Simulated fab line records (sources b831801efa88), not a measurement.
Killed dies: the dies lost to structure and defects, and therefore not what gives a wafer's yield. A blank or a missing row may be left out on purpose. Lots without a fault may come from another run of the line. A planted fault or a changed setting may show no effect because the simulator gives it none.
Commonality check across tools + flow gf180mcu + Sample size 12 lots and 42 wafers

THE REASON FOR OPENING IT
At GF_HV_LDD_TW_MEAS_38 the reading HV_LDD_3_TW is flagged on 2 of 12 lots. Fault-free wafers read 1459, with a standard deviation of 15.
Rule: a lot is flagged when every wafer of it that has a number lies more than 4 standard deviations from that mean, or none has a number. All remaining lots are regarded as sound.

| lot  | measured     | on            | HV_LDD_3_TW, wafer by wafer   | flag    |
|------|--------------|---------------|-------------------------------|---------|
| L298 | day 11 10:04 | film_metro-03 | 1453 1450 1460                |         |
| L299 | day 11 17:42 | film_metro-03 | 1460 1459 1459                |         |
| L301 | day 12 11:49 | film_metro-01 | 1439 1438 1437                |         |
| L302 | day 12 18:19 | film_metro-04 | 1463 1462 1462                |         |
| L304 | day 13 13:55 | film_metro-04 | 1469 1474 1471                |         |
| L307 | day 14 12:10 | film_metro-03 | 1451 1468 1456                |         |
| L308 | day 14 22:34 | film_metro-01 | 1437 1450 1449                |         |
| L309 | day 15 02:59 | film_metro-01 | 1450 1450 1443                |         |
| L310 | day 15 08:58 | film_metro-04 | 1481 1482 1482                |         |
| L311 | day 15 19:28 | film_metro-01 | 1447 1444 1445                |         |
| L318 | day 18 04:13 | film_metro-03 | 1616 1617 1614 1609 1623 1621 | FLAGGED |
| L319 | day 18 14:01 | film_metro-01 | 1591 1598 1608 1599 1594 1599 | FLAGGED |
On average the flagged lots' numbers are 1607, which is +148 against the usual, or +10 standard deviations.

WHICH TOOL EACH LOT WENT THROUGH
The record holds 1 process step before the reading, out of a route of 602 steps. Each cell gives the tool, then ch followed by the chambers the sampled wafers passed through, then the start.
| lot  | flag    | GF_HV_LDD_COAT_14                 |
|------|---------|-----------------------------------|
| L298 |         | litho_track-04 ch 0, day 10 05:46 |
| L299 |         | litho_track-04 ch 0, day 10 12:44 |
| L301 |         | litho_track-02 ch 0, day 11 05:49 |
| L302 |         | litho_track-03 ch 0, day 11 12:07 |
| L304 |         | litho_track-04 ch 0, day 12 07:37 |
| L307 |         | litho_track-03 ch 0, day 13 04:58 |
| L308 |         | litho_track-02 ch 0, day 13 14:25 |
| L309 |         | litho_track-04 ch 0, day 13 19:17 |
| L310 |         | litho_track-04 ch 0, day 14 01:55 |
| L311 |         | litho_track-03 ch 0, day 14 10:43 |
| L318 | FLAGGED | litho_track-04, day 16 16:31      |
| L319 | FLAGGED | litho_track-04, day 17 01:55      |
What the steps here do:
- GF_HV_LDD_COAT_14: resist thk 1000 nm.
- GF_HV_LDD_TW_MEAS_38

FLAGGED OVER TOTAL, TOOL BY TOOL (the gauges that took the reading come last)
| step                 | tool           | lots run | flagged | share of the flagged lots | sound lots run after its first flagged lot |
|----------------------|----------------|----------|---------|---------------------------|--------------------------------------------|
| GF_HV_LDD_COAT_14    | litho_track-02 | 2        | 0       | none                      | -                                          |
| GF_HV_LDD_COAT_14    | litho_track-03 | 3        | 0       | none                      | -                                          |
| GF_HV_LDD_COAT_14    | litho_track-04 | 7        | 2       | all                       | 0                                          |
| GF_HV_LDD_TW_MEAS_38 | film_metro-01  | 5        | 1       | some                      | 0                                          |
| GF_HV_LDD_TW_MEAS_38 | film_metro-03  | 4        | 1       | some                      | 0                                          |
| GF_HV_LDD_TW_MEAS_38 | film_metro-04  | 3        | 0       | none                      | -                                          |

WHAT IS ALLOWED BY THE TABLE
In the table, 1 row covers all flagged lots: litho_track-04 at GF_HV_LDD_COAT_14.
- litho_track-04 at GF_HV_LDD_COAT_14 ran 7 lots, 2 of them flagged. Its last sound lot is L310 (day 14 01:55), its first flagged lot L318 (day 16 16:31): a fault that began between those two fits. On the flagged lots its readings are blank where sound lots have values: chill_plate_temp_C, dispense_pressure_kPa.
What remains is a single tool, litho_track-04 at GF_HV_LDD_COAT_14.

WHAT WAS PUT IN BY THE SIMULATOR
Skipped step whole: litho_track-04, from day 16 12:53 on, at GF_HV_LDD_COAT_14. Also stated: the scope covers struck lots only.
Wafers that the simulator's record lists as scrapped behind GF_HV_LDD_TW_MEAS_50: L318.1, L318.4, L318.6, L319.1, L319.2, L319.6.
Struck lots among those shown: L318, L319. The same result came from the rule above.
